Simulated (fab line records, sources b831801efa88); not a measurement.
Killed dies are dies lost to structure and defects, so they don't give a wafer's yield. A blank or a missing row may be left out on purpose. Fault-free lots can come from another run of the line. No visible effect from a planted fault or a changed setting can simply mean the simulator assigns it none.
Which of the tools did it? / flow sky130 / 6 lots (18 wafers sampled), 1 step of a 708-step route

WHAT THE GAUGES SHOWED, per wafer
SKY_VIA4_THK_MEAS_20: measures by xrf.
lot=L839; measured=day 44 01:07; on=filmMetro-03; VIA4_W_THK (nm)=496 494 495
lot=L843; measured=day 45 00:16; on=filmMetro-01; VIA4_W_THK (nm)=518 489 497
lot=L847; measured=day 46 08:34; on=filmMetro-03; VIA4_W_THK (nm)=493 495 495
lot=L850; measured=day 46 21:04; on=filmMetro-01; VIA4_W_THK (nm)=509 504 501
lot=L857; measured=day 48 05:50; on=filmMetro-01; VIA4_W_THK (nm)=496 498 503
lot=L860; measured=day 49 00:50; on=filmMetro-01; VIA4_W_THK (nm)=507 516 494

WHAT TOOL EACH LOT RAN ON (gives the tool, then ch and the chambers of the sampled wafers, and finally the start)
No process step before these readings appears in the record.

THE ANSWER, worked out from the rows above alone
Rule: the usual values come from the lots themselves. The widest of any qualifying gaps counts: lots, ordered by their means at a reading, are off when they make up no more than a third of the lots, leave a main group of 4 or more, and stand apart from it by 3 or more times the standard deviation of that group's means. A main group whose means are all the same, to the digits that the tables above print for the reading, isn't used. A lot without any number at a reading at which 4 lots or more have one is off too. Where the step has rows for the other lots, those lots are counted as sound.
None of the lots is off at any reading shown; this tells nothing.

WHAT THE SIMULATOR HAD PUT IN
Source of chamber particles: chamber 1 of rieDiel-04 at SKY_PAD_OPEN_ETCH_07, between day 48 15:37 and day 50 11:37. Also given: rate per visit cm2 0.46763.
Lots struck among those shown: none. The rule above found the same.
